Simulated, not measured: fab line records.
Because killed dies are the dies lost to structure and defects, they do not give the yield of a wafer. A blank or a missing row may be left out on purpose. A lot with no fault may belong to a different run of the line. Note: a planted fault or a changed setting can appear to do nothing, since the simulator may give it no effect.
Chamber matching	flow sky130	rie_diel-02 running SKY_METAL4_ETCH_17: 4 sister chambers
The step etches SiO2 in C4F8/O2/Ar, stops on TiN, time 3.9 s, target depth 15 nm. 4 wafers are shown with their chamber, then 10 later ones without.

## WAFERS, EACH WITH ITS CHAMBER
wafer	chamber	rf_fwd_power_W (W)
L083.6	1	1465
L084.3	3	1478
L089.1	0	1475
L089.3	2	1458

## WAFERS WITHOUT THEIR CHAMBER
wafer	rf_fwd_power_W (W)
L089.4	1472
L090.1	1463
L090.2	1458
L090.5	1458
L095.2	1460
L095.4	1470
L095.6	1473
L096.1	1468
L096.4	1462
L096.5	1461

## WHICH CHAMBER EACH ONE RAN IN
wafer	from the rows above	in truth
L089.4	can't be placed: 0 or 3 or 1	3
L090.1	can't be placed: 1 or 2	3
L090.2	2	2
L090.5	2	2
L095.2	can't be placed: 2 or 1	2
L095.4	can't be placed: 0 or 1 or 3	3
L095.6	can't be placed: 0 or 3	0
L096.1	can't be placed: 1 or 0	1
L096.4	can't be placed: 1 or 2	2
L096.5	can't be placed: 2 or 1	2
Correctly placed: 2 of 10. These rows do not allow placing 8 (true chamber among the candidates in 7). Number placed wrongly: 0.
How it was worked out, from the rows above alone: a wafer's distance from a chamber is the root of the sum, over the readings, of the square of ((its reading less the chamber's mean) divided by the reading's scatter). The wafer belongs to the nearest chamber; if the next one is less than 2 further off, it can't be placed. The mean given for a chamber averages the wafers shown for that chamber. The scatter (one wafer shown for each chamber): square how far every hidden wafer sits from the nearest shown wafer, average those squares and take the square root.
